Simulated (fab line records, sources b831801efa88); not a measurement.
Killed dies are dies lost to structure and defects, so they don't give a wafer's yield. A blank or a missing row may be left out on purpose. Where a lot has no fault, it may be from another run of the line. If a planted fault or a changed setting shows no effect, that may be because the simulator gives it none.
The same fault as seen by 2 desks :: flow sfq line :: each desk holds nothing but its own numbers, with what lay behind them at the end

== THE TOOL OWNER'S DESK: litho track-04 ==
The tool's own readings at SFQ_TRILAYER_M4_LITHO_COAT_093 (resist thk 600 nm): means of the sampled wafers that have a number, for each lot that ran on this tool. A lot is out of limits, marked OUT, if its mean lies more than 4 standard deviations from the usual mean; the brackets give that distance.
Columns: A = chill plate temp C at SFQ_TRILAYER_M4_LITHO_COAT_093, usual 22.99 C
lot: L529
first seen here: day 37 11:52
A: 22.87

lot: L541
first seen here: day 43 08:29
A: 23.11

lot: L544
first seen here: day 44 06:48
A: 23.03

lot: L545
first seen here: day 44 11:00
A: 22.98
This desk's finding: nothing out of limits on any of the 4 lots.

== METROLOGY DESK ==
What the gauges read for every lot (on any tool): the sampled wafers with a number, averaged. A lot is out of limits, marked OUT, if its mean lies more than 4 standard deviations from the usual mean; the brackets give that distance.
Columns: A = I3_OVL at SFQ_I3_OVL_MEAS_923, usual 0 nm; B = M4_NB_RS at SFQ_M4_RS_MEAS_924, usual 0.892 ohm/sq; C = M4_OVL at SFQ_M4_OVL_MEAS_926, usual 3 nm
lot: L529
first seen here: day 37 10:14
A: -2
B: 0.896
C: 3

lot: L532
first seen here: day 40 01:32
A: 5
B: 0.889
C: 4

lot: L541
first seen here: day 43 06:55
A: -3
B: 0.896
C: 8

lot: L543
first seen here: day 43 13:02
A: -3
B: 0.883
C: 3

lot: L544
first seen here: day 44 04:38
A: 6
B: 0.898
C: 1

lot: L545
first seen here: day 44 09:26
A: -0
B: 0.888
C: 2

lot: L546
first seen here: day 44 13:03
A: -5
B: 0.900
C: 0
This desk's finding: nothing out of limits on any of the 7 lots.

== TAKEN TOGETHER ==
Nothing out of limits was seen by the tool owner's desk.
At the metrology desk, nothing out of limits was observed.

== WHAT THE SIMULATOR PUT IN ==
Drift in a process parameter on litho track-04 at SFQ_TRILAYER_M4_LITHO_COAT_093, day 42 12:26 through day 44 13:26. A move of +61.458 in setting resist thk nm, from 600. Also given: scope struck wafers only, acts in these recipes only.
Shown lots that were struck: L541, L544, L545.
